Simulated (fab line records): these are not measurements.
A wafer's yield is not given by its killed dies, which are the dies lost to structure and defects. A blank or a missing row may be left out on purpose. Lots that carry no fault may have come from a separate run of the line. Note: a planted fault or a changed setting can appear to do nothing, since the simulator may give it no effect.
Matching of chambers + flow gf180mcu + 3 sister chambers for GF_V4_CVD_02 on pecvd-03
The step deposits SiO2 from TEOS, target thk 850 nm, time 94.851 s. 3 wafers are shown with their chamber, then 7 later ones without.

## WAFERS WITH THEIR CHAMBER
| wafer  | chamber | heater-power-w (W) |
|--------|---------|--------------------|
| L660.3 | 2       | 633                |
| L663.1 | 1       | 740                |
| L663.2 | 0       | 808                |

## WAFERS WITHOUT THEIR CHAMBER
| wafer  | heater-power-w (W) |
|--------|--------------------|
| L663.4 | 773                |
| L665.2 | 728                |
| L665.4 | 805                |
| L665.6 | 733                |
| L668.1 | 806                |
| L668.2 | 707                |
| L668.6 | 587                |

## WHICH CHAMBER EACH ONE RAN IN
| wafer  | from the rows above     | in truth                   |
|--------|-------------------------|----------------------------|
| L663.4 | can't be placed: 1 or 0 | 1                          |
| L665.2 | 1                       | 1                          |
| L665.4 | 0                       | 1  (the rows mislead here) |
| L665.6 | 1                       | 1                          |
| L668.1 | 0                       | 0                          |
| L668.2 | can't be placed: 1 or 2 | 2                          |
| L668.6 | 2                       | 2                          |
Correctly placed: 4 of 7. From these rows, 2 cannot be placed; in 2 the true chamber is one of the candidates. Placed wrongly: 1.
How it was worked out, from the rows above alone: a wafer's distance from a chamber is the root of the sum, over the readings, of the square of ((its reading less the chamber's mean) divided by the reading's scatter). If the next closest chamber is less than 2 further off than the closest, the wafer can't be placed; otherwise it belongs to the closest. A chamber's mean is the mean of its shown wafers. The scatter: root of mean squared gap, hidden wafer to nearest shown wafer, with one shown wafer a chamber.
